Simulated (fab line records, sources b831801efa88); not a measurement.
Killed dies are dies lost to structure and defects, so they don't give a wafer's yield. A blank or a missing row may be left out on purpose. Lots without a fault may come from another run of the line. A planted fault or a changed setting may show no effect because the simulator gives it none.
fab line records | flow gf180mcu
record lots=5 wafers=15 last_day=33
route steps=602 shown STI@12 DNWELL@32 NWELL@42
lots that met no fault: from a run of the same line without faults
start_h: hours from the record's first day to the start of the lot's first wafer shown | wait_h: hours since the lot's step before | " the same as in the row above | L1.1+2: a row that stands for several wafers | - no value, or no start given | * or withheld: withheld | < > ~ a bound
route shown NAME@n: a module of which the file shows steps, and the number in the route of the first | usual: mean/standard deviation of fault-free wafers | same: alike in all rows | chamber/n: place in a boat | sites: the reading at each site | _std_site: their standard deviation | _edge_site: outer sites' mean less inner sites' | radius_mm: how far each site lies from the wafer's centre | mask NAME#n: copy n | behind: the tool/chamber that last shaped the wafer | hold: why the lot was held/for how many hours/how that ended | device: the transistor (n, p or np) that didn't switch | end of line: the same wafers' tests at the end of the route | a step without rows: its recipe alone | killed: dies lost to structure and defects at the first sort, not the wafer's yield | map: a wafer's dies, x killed, . not, _ none there
set.NAME: the setting as run; set.NAME@STEP: as run at that earlier step | model.NAME: the simulator's own value behind a step, which no gauge read
lots at some steps of the route; a table a step, a row a wafer
services: from which hour (start_h, from the record's first day; less than 0 if before it) a tool's chamber was out of use, for how many hours, and why
## steps
# step GF_STI_DEVELOP_11
# recipe develop_time_s=60 dev_temp_c=21
# columns lot.wafer tool chamber start_h wait_h
L074.2+3+5 litho_track-03 0 26.11 0.2
L077.1+4+6 litho_track-02 0 40.29 0.2
L079.1+2+5 litho_track-04 0 51.48 0.2
L085.1+5+6 litho_track-02 0 81.34 0.2
L091.2+5+6 litho_track-04 0 113.56 0.2
# step GF_STI_CD_MEAS_12
# recipe target_cd_nm=220
# usual cd_nm=219.8/1.2
# columns lot.wafer tool chamber start_h wait_h cd_nm
L074.2 cd_sem-02 - 26.25 0.1 221.1
L074.3 " - " " 221.3
L074.5 " - " " 221.2
L077.1 cd_sem-01 - 40.44 0.1 220.2
L077.4 " - " " 220.2
L077.6 " - " " 221.9
L079.1 cd_sem-02 - 51.63 0.1 219.1
L079.2 " - " " 219.1
L079.5 " - " " 219.3
L085.1 cd_sem-01 - 81.49 0.1 219.9
L085.5 " - " " 220.5
L085.6 " - " " 220.1
L091.2 cd_sem-02 - 113.70 0.1 219.0
L091.5 " - " " 217.7
L091.6 " - " " 218.7
# step GF_STI_ETCH_13
# recipe chemistry=CHF3/O2 stop_on=Si over_etch_frac=0.3 target_depth_a=2823.1 source_w=600 bias_w=200 pressure_mtorr=40 chf3_flow_sccm=50 O2_flow_sccm=5 time_s=112.9
# usual chamber_pressure_mTorr=40.00/0.036 drypump_motor_current_A=5.8/0.49 oes_product_au=0.835/0.0059 throttle_valve_pct=8.811/0.0097
# columns lot.wafer tool chamber start_h wait_h chamber_pressure_mTorr drypump_motor_current_A oes_product_au rf_hours_counter_h throttle_valve_pct
L074.2 rie_diel-03 3 26.35 0.1 40.00 6.0 0.836 32 8.797
L074.3 " 0 " " 39.99 6.3 0.837 130 8.810
L074.5 " 0 " " 39.97 6.3 0.831 - 8.824
L077.1 rie_diel-02 0 40.56 0.1 40.03 6.4 0.835 60 8.809
L077.4 " 2 " " 40.01 5.3 0.831 8 8.814
L077.6 " 3 " " 40.03 6.0 0.833 - 8.825
L079.1 rie_diel-02 1 51.75 0.1 39.99 5.0 0.844 130 8.796
L079.2 " 2 " " 40.01 5.3 0.843 8 8.816
L079.5 " 1 " " 39.95 5.0 0.833 - 8.804
L085.1 rie_diel-01 2 81.61 0.1 39.96 5.8 0.831 73 8.816
L085.5 " 0 " " 40.03 6.6 0.833 - 8.804
L085.6 " 3 " " 40.04 6.2 0.825 - 8.815
L091.2 rie_diel-02 3 113.80 0.1 40.01 6.1 0.835 120 8.819
L091.5 " 3 " " 40.03 6.1 0.837 - 8.811
L091.6 " 2 " " 39.96 5.3 0.833 - 8.813
# step GF_STI_ETCH_14
# recipe target=Si chemistry=HBr/Cl2/O2 target_depth_nm=360 icp_w=600 bias_w=150 pressure_mtorr=15 HBr_flow_sccm=150 Cl2_flow_sccm=40 O2_flow_sccm=6 time_s=102.9
# usual chamber_pressure_mTorr=15.000/0.013 drypump_motor_current_A=5.9/0.44 oes_product_au=1.007/0.014 throttle_valve_pct=25.651/0.013
# columns lot.wafer tool chamber start_h wait_h chamber_pressure_mTorr drypump_motor_current_A oes_product_au rf_hours_counter_h throttle_valve_pct
L074.2 rie_si-02 3 26.43 0.0 15.007 5.5 1.004 30 25.647
L074.3 " 0 " " 15.000 6.4 1.015 26 25.645
L074.5 " 1 " " 15.004 5.9 1.001 - 25.650
L077.1 rie_si-02 3 40.64 0.0 15.013 5.5 1.000 30 25.650
L077.4 " 0 " " 14.997 6.3 1.009 26 25.637
L077.6 " 1 " " 15.004 5.9 0.988 - 25.651
L079.1 rie_si-01 0 51.83 0.0 15.008 6.3 0.984 0 25.679
L079.2 " 1 " " 15.033 6.4 1.010 123 25.662
L079.5 " 1 " " 15.005 6.5 1.011 - 25.648
L085.1 rie_si-02 3 81.69 0.0 15.005 5.5 0.991 31 25.655
L085.5 " 2 " " 14.987 5.6 1.009 - 25.649
L085.6 " 1 " " 15.011 5.9 1.003 - 25.643
L091.2 rie_si-02 1 113.88 0.0 15.000 5.9 1.014 129 25.644
L091.5 " 2 " " 14.999 5.6 1.008 - 25.665
L091.6 " 3 " " 15.004 5.5 1.005 - 25.639
# step GF_STI_STRIP_15
# recipe chemistry=O2/N2 power_w=1400 pressure_mtorr=1500 platen_temp_c=250 o2_flow_sccm=3000 n2_flow_sccm=300 overash_fraction=0.5
# usual chamber_pressure_mTorr=1499.9/1.4 drypump_motor_current_A=5.63/0.28 heater_power_w=329/25 oes_product_au=0.384/0.0049 strip_time_to_endpoint_s=3.71/0.045
# columns lot.wafer tool chamber start_h wait_h chamber_pressure_mTorr drypump_motor_current_A heater_power_w oes_product_au rf_hours_counter_h strip_time_to_endpoint_s
L074.2 plasma_asher-03 0 26.50 0.0 1498.0 5.15 350 0.383 35 3.66
L074.3 " 1 " " 1498.6 6.04 306 0.381 - 3.67
L074.5 " 0 " " 1498.8 5.17 353 0.392 - 3.72
L077.1 plasma_asher-02 0 40.71 0.0 1500.8 5.58 313 0.383 39 3.68
L077.4 " 0 " " 1499.4 5.61 323 0.380 - 3.65
L077.6 " 1 " " 1501.5 5.56 315 0.382 - 3.72
L079.1 plasma_asher-03 1 51.91 0.0 1501.0 5.98 303 0.383 38 3.68
L079.2 " 0 " " 1498.8 5.17 368 0.391 38 3.63
L079.5 " 1 " " 1500.4 5.96 308 0.375 - 3.64
L085.1 plasma_asher-01 0 81.76 0.0 1499.6 5.90 323 0.381 27 3.77
L085.5 " 1 " " 1499.3 5.57 359 0.390 - 3.76
L085.6 " 0 " " 1500.7 5.90 324 0.383 - 3.75
L091.2 plasma_asher-01 0 113.96 0.0 1500.0 5.88 327 0.385 30 3.75
L091.5 " 1 " " 1500.2 5.56 360 0.381 - 3.77
L091.6 " 0 " " 1500.5 5.88 318 0.383 - 3.70
# step GF_STI_CLEAN_16
# recipe chemistry=dHF time_s=25 dilution=100:1
# columns lot.wafer tool chamber start_h wait_h
L074.2+3+5 wet_bench-04 3 26.60 0.1
L077.1+4+6 wet_bench-02 2 40.81 0.1
L079.1+2+5 wet_bench-04 0 52.01 0.1
L085.1+5+6 wet_bench-03 2 81.86 0.1
L091.2+5+6 wet_bench-04 0 114.06 0.1
# step GF_STI_WET_ETCH_17
# recipe chemistry=H3PO4 target_depth_nm=45 temp_c=160 target=Si3N4 time_s=514
# usual bath_guard_temp_C=160.2/0.68 temp_c=159.98/0.14
# columns lot.wafer tool chamber start_h wait_h bath_guard_temp_C temp_c
L074.2 wet_bench-03 3 26.62 0.0 160.2 160.07
L074.3 " 3 " " 160.5 159.99
L074.5 " 3 " " 160.2 159.94
L077.1 wet_bench-04 3 40.83 0.0 160.5 159.71
L077.4 " 3 " " 160.7 159.96
L077.6 " 3 " " 160.5 159.74
L079.1 wet_bench-03 0 52.02 0.0 159.4 160.03
L079.2 " 0 " " 159.7 159.70
L079.5 " 0 " " 159.5 159.80
L085.1 wet_bench-02 2 81.88 0.0 160.3 159.83
L085.5 " 2 " " 160.5 159.93
L085.6 " 2 " " 160.4 159.93
L091.2 wet_bench-03 3 114.07 0.0 160.3 159.90
L091.5 " 3 " " 160.0 159.97
L091.6 " 3 " " 160.2 160.01
# step GF_STI_CLEAN_18
# recipe chemistry=SC1/SC2 mix=1:4:20 temp_c=70 time_s=150
# usual bath_guard_temp_C=70.2/0.64 temp_c=69.97/0.12
# columns lot.wafer tool chamber start_h wait_h bath_guard_temp_C temp_c
L074.2 wet_bench-04 2 26.77 0.0 69.8 69.78
L074.3 " 2 " " 69.9 69.85
L074.5 " 2 " " 70.0 69.90
L077.1 wet_bench-03 2 40.98 0.0 71.6 70.00
L077.4 " 2 " " 71.4 70.21
L077.6 " 2 " " 71.8 70.05
L079.1 wet_bench-02 0 52.20 0.0 70.0 69.87
L079.2 " 0 " " 69.9 69.71
L079.5 " 0 " " 69.7 70.08
L085.1 wet_bench-03 1 82.04 0.0 69.8 69.90
L085.5 " 1 " " 70.0 69.88
L085.6 " 1 " " 69.9 69.90
L091.2 wet_bench-02 3 114.22 0.0 70.8 69.94
L091.5 " 3 " " 70.5 69.94
L091.6 " 3 " " 70.8 70.04
# step GF_STI_CLEAN_19
# recipe chemistry=dHF time_s=20 dilution=100:1
# columns lot.wafer tool chamber start_h wait_h
L074.2+3+5 wet_bench-02 2 26.82 0.0
L077.1+4+6 wet_bench-02 2 41.03 0.0
L079.1+2+5 wet_bench-04 1 52.25 0.0
L085.1+5+6 wet_bench-04 2 82.10 0.0
L091.2+5+6 wet_bench-04 3 114.28 0.0
# step GF_STI_WET_ETCH_20
# recipe chemistry=dHF dilution=100:1 target_depth_nm=20 temp_c=25 dry=ipa_marangoni target=SiO2 time_s=400
# usual temp_c=25.01/0.11
# columns lot.wafer tool chamber start_h wait_h temp_c
L074.2 wet_bench-04 1 26.84 0.0 25.09
L074.3 " 1 " " 25.16
L074.5 " 1 " " 25.04
L077.1 wet_bench-04 0 41.04 0.0 25.02
L077.4 " 0 " " 24.92
L077.6 " 0 " " 24.95
L079.1 wet_bench-03 3 52.27 0.0 24.83
L079.2 " 3 " " 24.88
L079.5 " 3 " " 25.00
L085.1 wet_bench-02 1 82.12 0.0 24.80
L085.5 " 1 " " 25.03
L085.6 " 1 " " 24.92
L091.2 wet_bench-03 2 114.30 0.0 25.10
L091.5 " 2 " " 25.13
L091.6 " 2 " " 24.98
# step GF_STI_OXIDATION_21
# recipe temp_c=1000 ambient=O2 stabilise_s=600 purge_s=300 target_thk_a=150 ox_time_s=458
# columns lot.wafer tool chamber start_h wait_h
L074.2+3+5 furnace-01 0 26.95 0.0
L077.1+4+6 furnace-02 0 42.10 0.9
L079.1+2+5 furnace-01 0 52.41 0.0
L085.1+5+6 furnace-01 0 82.64 0.4
L091.2+5+6 furnace-02 0 114.63 0.2
# step GF_STI_THK_MEAS_22
# recipe reads=SiO2_of_STI_OXIDATION_21
# usual STI_OXIDATION_01_THK=14.90/0.29
# columns lot.wafer tool chamber start_h wait_h STI_OXIDATION_01_THK[nm]
L074.2 film_metro-04 - 28.09 0.0 14.82
L074.3 " - " " 14.90
L074.5 " - " " 14.73
L077.1 film_metro-02 - 43.23 0.0 14.91
L077.4 " - " " 15.14
L077.6 " - " " 14.85
L079.1 film_metro-03 - 53.53 0.0 15.21
L079.2 " - " " 14.70
L079.5 " - " " 14.91
L085.1 film_metro-02 - 83.77 0.0 14.73
L085.5 " - " " 14.80
L085.6 " - " " 14.96
L091.2 film_metro-04 - 115.77 0.0 15.00
L091.5 " - " " 15.24
L091.6 " - " " 15.12
# step GF_STI_CVD_23
# recipe material=SiO2 target_thk_nm=650 sigma_open_frac=0.3 time_s=108.3 temp_c=600 sih4_flow_sccm=60 pressure_mtorr=6
# columns lot.wafer tool chamber start_h wait_h
L074.2+3+5 hdpcvd-01 0,2,1 28.14 0.0
L077.1+4+6 hdpcvd-02 0,0,1 43.29 0.1
L079.1+2+5 hdpcvd-02 1,0,2 53.59 0.1
L085.1+5+6 hdpcvd-01 2,2,1 83.83 0.1
L091.2+5+6 hdpcvd-01 0,1,2 115.82 0.0
# step GF_STI_THK_MEAS_24
# recipe reads=SiO2_of_STI_CVD_23
# usual STI_CVD_23_THK=646/12
# columns lot.wafer tool chamber start_h wait_h STI_CVD_23_THK[nm]
L074.2 film_metro-03 - 28.23 0.0 655
L074.3 " - " " 655
L074.5 " - " " 662
L077.1 film_metro-03 - 43.36 0.0 638
L077.4 " - " " 637
L077.6 " - " " 630
L079.1 film_metro-04 - 53.67 0.0 634
L079.2 " - " " 636
L079.5 " - " " 658
L085.1 film_metro-03 - 83.91 0.0 652
L085.5 " - " " 649
L085.6 " - " " 653
L091.2 film_metro-02 - 115.91 0.0 644
L091.5 " - " " 659
L091.6 " - " " 660
# step GF_STI_CMP_25
# recipe stop_on=Si3N4 t_overpolish_s=33 down_force_psi=4 platen_rpm=60 target_thk_nm=524.6 pad_velocity_m_s=0.94248
# usual motor_current_A=12.1/1.2 overpolish_run_s=33.000/0.0086 time_to_endpoint_s=119/6.5
# columns lot.wafer tool chamber start_h wait_h motor_current_A overpolish_run_s time_to_endpoint_s
L074.2 cmp-01 0 28.33 0.1 13.0 32.988 129
L074.3 " 2 " " 11.2 32.997 119
L074.5 " 0 " " 12.5 33.011 127
L077.4 cmp-02 2 43.42 0.0 10.5 32.990 126
L077.1 " 1 " " 10.7 33.002 119
L077.6 " 3 " " 12.6 33.019 115
L079.2 cmp-02 0 53.73 0.0 13.1 32.993 120
L079.1 " 2 " " 10.7 33.008 121
L079.5 " 0 " " 12.8 33.011 122
L085.1 cmp-02 0 84.02 0.1 13.6 32.998 120
L085.5 " 3 " " 12.4 33.008 109
L085.6 " 0 " " 13.2 32.992 123
L091.2 cmp-02 0 115.96 0.0 14.4 32.995 119
L091.6 " 0 " " 14.1 32.998 123
L091.5 " 1 " " 10.7 32.998 116
# step GF_STI_WET_ETCH_26
# recipe chemistry=dHF target_depth_nm=94 target=SiO2 temp_c=25 dilution=10:1 time_s=188
# usual temp_c=25.00/0.092
# columns lot.wafer tool chamber start_h wait_h temp_c
L074.2 wet_bench-03 3 28.58 0.2 24.98
L074.3 " 3 " " 25.08
L074.5 " 3 " " 24.98
L077.1 wet_bench-03 1 43.72 0.1 25.01
L077.4 " 1 " " 25.17
L077.6 " 1 " " 25.01
L079.1 wet_bench-02 2 54.03 0.1 24.88
L079.2 " 2 " " 24.86
L079.5 " 2 " " 24.97
L085.1 wet_bench-04 1 84.27 0.2 24.96
L085.5 " 1 " " 25.01
L085.6 " 1 " " 25.00
L091.2 wet_bench-03 1 116.26 0.2 25.10
L091.5 " 1 " " 25.06
L091.6 " 1 " " 25.05
# step GF_STI_WET_ETCH_27
# recipe chemistry=H3PO4 target_depth_nm=160 target=Si3N4 temp_c=160 time_s=1825
# usual bath_guard_temp_C=160.3/0.76 temp_c=160.00/0.17
# columns lot.wafer tool chamber start_h wait_h bath_guard_temp_C temp_c
L074.2 wet_bench-04 2 28.64 0.0 159.9 159.94
L074.3 " 2 " " 159.6 159.93
L074.5 " 2 " " 159.7 160.06
L077.1 wet_bench-04 1 43.78 0.0 159.7 159.79
L077.4 " 1 " " 159.7 159.93
L077.6 " 1 " " 159.3 160.10
L079.1 wet_bench-03 2 54.09 0.0 161.8 159.93
L079.2 " 2 " " 161.8 159.74
L079.5 " 2 " " 161.8 159.99
L085.1 wet_bench-03 2 84.34 0.0 161.7 160.20
L085.5 " 2 " " 161.7 160.30
L085.6 " 2 " " 161.9 160.17
L091.2 wet_bench-02 3 116.32 0.0 160.8 159.92
L091.5 " 3 " " 160.4 160.17
L091.6 " 3 " " 161.0 159.88
# step GF_STI_WET_ETCH_28
# recipe chemistry=dHF target_depth_nm=20 dry=ipa_marangoni target=SiO2 temp_c=25 dilution=10:1 time_s=40
# usual temp_c=25.01/0.1
# columns lot.wafer tool chamber start_h wait_h temp_c
L074.2 wet_bench-02 3 29.15 0.0 25.02
L074.3 " 3 " " 25.12
L074.5 " 3 " " 25.19
L077.1 wet_bench-03 3 44.30 0.0 25.03
L077.4 " 3 " " 25.06
L077.6 " 3 " " 24.98
L079.1 wet_bench-04 1 54.76 0.0 25.03
L079.2 " 1 " " 25.05
L079.5 " 1 " " 25.02
L085.1 wet_bench-02 0 84.90 0.0 24.95
L085.5 " 0 " " 25.10
L085.6 " 0 " " 25.04
L091.2 wet_bench-03 1 116.93 0.0 25.06
L091.5 " 1 " " 24.85
L091.6 " 1 " " 25.04
# step GF_STI_OXIDATION_29
# recipe temp_c=900 ambient=O2 stabilise_s=600 purge_s=300 target_thk_a=100 ox_time_s=1418
# columns lot.wafer tool chamber start_h wait_h
L074.2+3+5 furnace-01 0 29.48 0.3
L077.1+4+6 furnace-01 0 44.69 0.4
L079.1+2+5 furnace-02 0 56.07 1.3
L085.1+5+6 furnace-02 0 84.92 0.0
L091.2+5+6 furnace-02 0 117.01 0.1
# step GF_STI_THK_MEAS_30
# recipe reads=SiO2_of_STI_OXIDATION_29
# usual STI_OXIDATION_02_THK=9.92/0.18
# columns lot.wafer tool chamber start_h wait_h STI_OXIDATION_02_THK[nm]
L074.2 film_metro-03 - 30.88 0.0 9.76
L074.3 " - " " 9.91
L074.5 " - " " 9.76
L077.1 film_metro-02 - 46.09 0.0 10.15
L077.4 " - " " 9.84
L077.6 " - " " 9.92
L079.1 film_metro-02 - 57.47 0.0 9.65
L079.2 " - " " 9.63
L079.5 " - " " 9.73
L085.1 film_metro-03 - 86.31 0.0 9.87
L085.5 " - " " 9.85
L085.6 " - " " 10.01
L091.2 film_metro-04 - 118.41 0.0 9.88
L091.5 " - " " 10.00
L091.6 " - " " 9.92
# step GF_DNWELL_DEHYDRATE_00
# recipe temp_c=200 time_s=60
# columns lot.wafer tool chamber start_h wait_h
L074.2+3+5 litho_track-02 0 36.27 5.4
L077.1+4+6 litho_track-01 0 51.92 5.8
L079.1+2+5 litho_track-02 0 63.49 6.0
L085.1+5+6 litho_track-02 0 92.94 6.6
L091.2+5+6 litho_track-02 0 125.26 6.8
# step GF_DNWELL_HMDS_01
# recipe prime_time_s=60 prime_temp_c=120
# columns lot.wafer tool chamber start_h wait_h
L074.2+3+5 litho_track-02 0 36.42 0.1
L077.1+4+6 litho_track-01 0 52.07 0.1
L079.1+2+5 litho_track-02 0 63.64 0.1
L085.1+5+6 litho_track-02 0 93.09 0.1
L091.2+5+6 litho_track-02 0 125.41 0.1
# step GF_DNWELL_COAT_02
# recipe spin_rpm=2000 resist_thk_nm=3000
# columns lot.wafer tool chamber start_h wait_h
L074.2+3+5 litho_track-02 0 36.57 0.1
L077.1+4+6 litho_track-01 0 52.22 0.1
L079.1+2+5 litho_track-02 0 63.79 0.1
L085.1+5+6 litho_track-02 0 93.24 0.1
L091.2+5+6 litho_track-02 0 125.56 0.1
# step GF_DNWELL_SOFTBAKE_03
# recipe temp_c=110 time_s=withheld
# columns lot.wafer tool chamber start_h wait_h
L074.2+3+5 litho_track-02 0 36.72 0.1
L077.1+4+6 litho_track-01 0 52.37 0.1
L079.1+2+5 litho_track-02 0 63.94 0.1
L085.1+5+6 litho_track-02 0 93.39 0.1
L091.2+5+6 litho_track-02 0 125.72 0.1
# step GF_DNWELL_EXPOSE_04
# recipe mask_id=DNWELL target_cd_nm=1700 na=0.6 source_shape=conventional sigma_outer=0.6 dose_mj=260
# columns lot.wafer tool chamber start_h wait_h mask
L074.2+3+5 iline_stepper-01 0 - - DNWELL#0
L077.1+4+6 iline_stepper-02 0 - - DNWELL#0
L079.1+2+5 iline_stepper-02 0 - - DNWELL#0
L085.1+5+6 iline_stepper-02 0 - - DNWELL#0
L091.2+5+6 iline_stepper-02 0 - - DNWELL#0
# step GF_DNWELL_PEB_05
# recipe temp_c=115 time_s=withheld
# columns lot.wafer tool chamber start_h wait_h
L074.2+3+5 litho_track-02 0 - -
L077.1+4+6 litho_track-01 0 - -
L079.1+2+5 litho_track-04 0 - -
L085.1+5+6 litho_track-04 0 - -
L091.2+5+6 litho_track-01 0 - -
# step GF_DNWELL_DEVELOP_06
# recipe wall_angle_deg=90 develop_time_s=60 dev_temp_c=23
# columns lot.wafer tool chamber start_h wait_h
L074.2+3+5 litho_track-02 0 - -
L077.1+4+6 litho_track-01 0 - -
L079.1+2+5 litho_track-04 0 - -
L085.1+5+6 litho_track-04 0 - -
L091.2+5+6 litho_track-01 0 - -
# step GF_DNWELL_IMPLANT_07
# recipe species=P energy_kev=1500 dose_cm2=1e+13 tilt_deg=0
# usual dose_ions_cm2=1.0001e+13/1.1e+10
# columns lot.wafer tool chamber start_h wait_h dose_ions_cm2
L074.2 implanter-03 0 42.82 - 9.99e+12
L074.3 " 0 " " 9.989e+12
L074.5 " 0 " " 1.0016e+13
L077.1 implanter-02 0 59.32 - 9.994e+12
L077.4 " 0 " " 9.981e+12
L077.6 " 0 " " 1.0004e+13
L079.1 implanter-02 0 70.38 - 1.0023e+13
L079.2 " 0 " " 1.0017e+13
L079.5 " 0 " " 1.001e+13
L085.1 implanter-03 0 100.28 - 9.987e+12
L085.5 " 0 " " 9.991e+12
L085.6 " 0 " " 9.985e+12
L091.2 implanter-03 0 133.25 - 1.0007e+13
L091.5 " 0 " " 9.974e+12
L091.6 " 0 " " 9.993e+12
# step GF_DNWELL_STRIP_08
# recipe chemistry=O2/N2 power_w=1400 pressure_mtorr=1500 platen_temp_c=250 o2_flow_sccm=3000 n2_flow_sccm=300 overash_fraction=0.5
# usual chamber_pressure_mTorr=1499.9/1.3 drypump_motor_current_A=5.8/0.36 heater_power_w=313/41 oes_product_au=0.722/0.0046 strip_time_to_endpoint_s=36.96/0.095
# columns lot.wafer tool chamber start_h wait_h chamber_pressure_mTorr drypump_motor_current_A heater_power_w oes_product_au rf_hours_counter_h strip_time_to_endpoint_s
L074.2 plasma_asher-03 0 42.94 0.1 1497.3 5.2 357 0.734 37 36.88
L074.3 " 0 " " 1499.0 5.1 360 0.725 - 36.98
L074.5 " 1 " " 1501.9 6.0 304 0.721 - 37.00
L077.1 plasma_asher-04 0 59.47 0.1 1501.3 6.2 244 0.725 42 37.00
L077.4 " 0 " " 1498.8 6.2 249 0.718 - 36.89
L077.6 " 0 " " 1500.5 6.2 249 0.719 - 36.87
L079.1 plasma_asher-03 0 70.53 0.1 1502.1 5.2 361 0.720 40 37.08
L079.2 " 1 " " 1500.6 6.0 302 0.718 40 37.03
L079.5 " 1 " " 1499.0 6.0 301 0.724 - 36.97
L085.1 plasma_asher-04 1 100.43 0.1 1498.0 5.7 326 0.726 46 37.05
L085.5 " 1 " " 1498.9 5.7 322 0.724 - 37.06
L085.6 " 0 " " 1497.7 6.2 246 0.727 - 37.07
L091.2 plasma_asher-03 0 133.37 0.1 1498.0 5.2 356 0.723 2 37.02
L091.5 " 1 " " 1500.5 6.0 299 0.717 - 36.94
L091.6 " 0 " " 1500.8 5.2 358 0.725 - 37.02
# step GF_DNWELL_TW_MEAS_09
# usual DNWELL_TW=1348/16
# columns lot.wafer tool chamber start_h wait_h DNWELL_TW
L074.2 film_metro-03 - 43.05 0.1 1374
L074.3 " - " " 1377
L074.5 " - " " 1378
L077.1 film_metro-03 - 59.57 0.1 1368
L077.4 " - " " 1367
L077.6 " - " " 1364
L079.1 film_metro-01 - 70.63 0.1 1331
L079.2 " - " " 1325
L079.5 " - " " 1331
L085.1 film_metro-01 - 100.53 0.1 1333
L085.5 " - " " 1333
L085.6 " - " " 1330
L091.2 film_metro-01 - 133.48 0.1 1341
L091.5 " - " " 1338
L091.6 " - " " 1338
# step GF_NWELL_DEHYDRATE_00
# recipe temp_c=200 time_s=60
# columns lot.wafer tool chamber start_h wait_h
L074.2+3+5 litho_track-04 0 49.11 6.0
L077.1+4+6 litho_track-01 0 65.52 5.9
L079.1+2+5 litho_track-03 0 77.23 6.6
L085.1+5+6 litho_track-04 0 107.23 6.7
L091.2+5+6 litho_track-03 0 140.80 7.3
# step GF_NWELL_HMDS_01
# recipe prime_time_s=60 prime_temp_c=120
# columns lot.wafer tool chamber start_h wait_h
L074.2+3+5 litho_track-04 0 49.26 0.1
L077.1+4+6 litho_track-01 0 65.67 0.1
L079.1+2+5 litho_track-03 0 77.38 0.1
L085.1+5+6 litho_track-04 0 107.38 0.1
L091.2+5+6 litho_track-03 0 140.95 0.1
# step GF_NWELL_COAT_02
# recipe spin_rpm=2000 resist_thk_nm=3000
# columns lot.wafer tool chamber start_h wait_h
L074.2+3+5 litho_track-04 0 49.41 0.1
L077.1+4+6 litho_track-01 0 65.82 0.1
L079.1+2+5 litho_track-03 0 77.53 0.1
L085.1+5+6 litho_track-04 0 107.53 0.1
L091.2+5+6 litho_track-03 0 141.10 0.1
# step GF_NWELL_SOFTBAKE_03
# recipe temp_c=110 time_s=withheld
# columns lot.wafer tool chamber start_h wait_h
L074.2+3+5 litho_track-04 0 49.57 0.1
L077.1+4+6 litho_track-01 0 65.97 0.1
L079.1+2+5 litho_track-03 0 77.68 0.1
L085.1+5+6 litho_track-04 0 107.68 0.1
L091.2+5+6 litho_track-03 0 141.26 0.1
# step GF_NWELL_EXPOSE_04
# recipe mask_id=Nwell target_cd_nm=860 na=0.6 source_shape=conventional sigma_outer=0.6 dose_mj=260
# columns lot.wafer tool chamber start_h wait_h mask
L074.2+3+5 iline_stepper-02 0 - - Nwell#0
L077.1+4+6 iline_stepper-01 0 - - Nwell#0
L079.1+2+5 iline_stepper-01 0 - - Nwell#0
L085.1+5+6 iline_stepper-02 0 - - Nwell#0
L091.2+5+6 iline_stepper-02 0 - - Nwell#0
# step GF_NWELL_PEB_05
# recipe temp_c=115 time_s=withheld
# columns lot.wafer tool chamber start_h wait_h
L074.2+3+5 litho_track-01 0 - -
L077.1+4+6 litho_track-03 0 - -
L079.1+2+5 litho_track-04 0 - -
L085.1+5+6 litho_track-01 0 - -
L091.2+5+6 litho_track-03 0 - -
# step GF_NWELL_DEVELOP_06
# recipe wall_angle_deg=90 develop_time_s=60 dev_temp_c=23
# columns lot.wafer tool chamber start_h wait_h
L074.2+3+5 litho_track-01 0 - -
L077.1+4+6 litho_track-03 0 - -
L079.1+2+5 litho_track-04 0 - -
L085.1+5+6 litho_track-01 0 - -
L091.2+5+6 litho_track-03 0 - -
# step GF_NWELL_OVL_MEAS_07
# usual NWELL_OVL=-0.4/1.4
# columns lot.wafer tool chamber start_h wait_h NWELL_OVL[nm]
L074.2 overlay-01 - 56.08 - -0.3
L074.3 " - " " -0.6
L074.5 " - " " -0.7
L077.1 overlay-02 - 72.73 - -2.2
L077.4 " - " " -0.9
L077.6 " - " " 0.4
L079.1 overlay-01 - 84.03 - 0.1
L079.2 " - " " -1.3
L079.5 " - " " -0.1
L085.1 overlay-01 - 115.07 - 1.0
L085.5 " - " " 0.6
L085.6 " - " " 0.8
L091.2 overlay-01 - 148.53 - 0.1
L091.5 " - " " -1.4
L091.6 " - " " 0.4
# step GF_NWELL_IMPLANT_08
# recipe species=P energy_kev=450 dose_cm2=1.5e+13 tilt_deg=0
# usual dose_ions_cm2=1.5005e+13/1.7e+10
# columns lot.wafer tool chamber start_h wait_h dose_ions_cm2
L074.2 implanter-02 0 56.14 0.0 1.4977e+13
L074.3 " 0 " " 1.4977e+13
L074.5 " 0 " " 1.4973e+13
L077.1 implanter-01 0 72.77 0.0 1.5013e+13
L077.4 " 0 " " 1.5001e+13
L077.6 " 0 " " 1.5021e+13
L079.1 implanter-01 0 84.07 0.0 1.5001e+13
L079.2 " 0 " " 1.5029e+13
L079.5 " 0 " " 1.5018e+13
L085.1 implanter-02 0 115.11 0.0 1.4991e+13
L085.5 " 0 " " 1.5007e+13
L085.6 " 0 " " 1.5038e+13
L091.2 implanter-02 0 148.59 0.0 1.5038e+13
L091.5 " 0 " " 1.5008e+13
L091.6 " 0 " " 1.5008e+13
# step GF_NWELL_IMPLANT_09
# recipe species=P energy_kev=160 dose_cm2=4e+12 tilt_deg=0
# usual dose_ions_cm2=4e+12/4.4e+09
# columns lot.wafer tool chamber start_h wait_h dose_ions_cm2
L074.2 implanter-02 0 56.29 0.1 3.995e+12
L074.3 " 0 " " 4.004e+12
L074.5 " 0 " " 3.994e+12
L077.1 implanter-01 0 72.92 0.1 4.006e+12
L077.4 " 0 " " 4.005e+12
L077.6 " 0 " " 4.005e+12
L079.1 implanter-01 0 84.22 0.1 4.006e+12
L079.2 " 0 " " 3.998e+12
L079.5 " 0 " " 4.005e+12
L085.1 implanter-02 0 115.26 0.1 3.999e+12
L085.5 " 0 " " 4e+12
L085.6 " 0 " " 3.998e+12
L091.2 implanter-02 0 148.74 0.1 3.997e+12
L091.5 " 0 " " 4.003e+12
L091.6 " 0 " " 4.001e+12
## services
# columns tool chamber start_h hours kind
cmp-02 - 13.50 7.4 pm
rie_si-02 - 17.65 4.3 pm
iline_stepper-01 - 21.46 2.1 pm
rie_si-02 3 22.38 1.9 repair
cmp-01 - 23.47 0.8 repair
implanter-01 - 33.94 1.1 repair
rie_si-01 2 34.00 21.1 repair
rie_diel-01 3 44.44 1.7 repair
cmp-01 - 48.75 9.8 repair
cmp-01 - 64.00 4.0 pm
implanter-03 - 69.09 2.6 repair
implanter-01 - 88.64 3.4 repair
cmp-02 - 90.87 0.7 repair
rie_diel-02 - 96.12 1.3 repair
implanter-03 - 104.71 5.1 repair
hdpcvd-02 0 105.22 15.6 repair
furnace-01 - 107.24 5.0 pm
plasma_asher-03 - 108.75 9.0 pm
implanter-01 - 121.36 1.8 repair
implanter-03 - 122.71 4.5 repair
implanter-01 - 127.47 0.5 repair
furnace-01 - 133.43 4.2 pm
hdpcvd-02 - 133.44 6.0 pm
iline_stepper-02 - 137.00 0.6 repair
## key
fault none
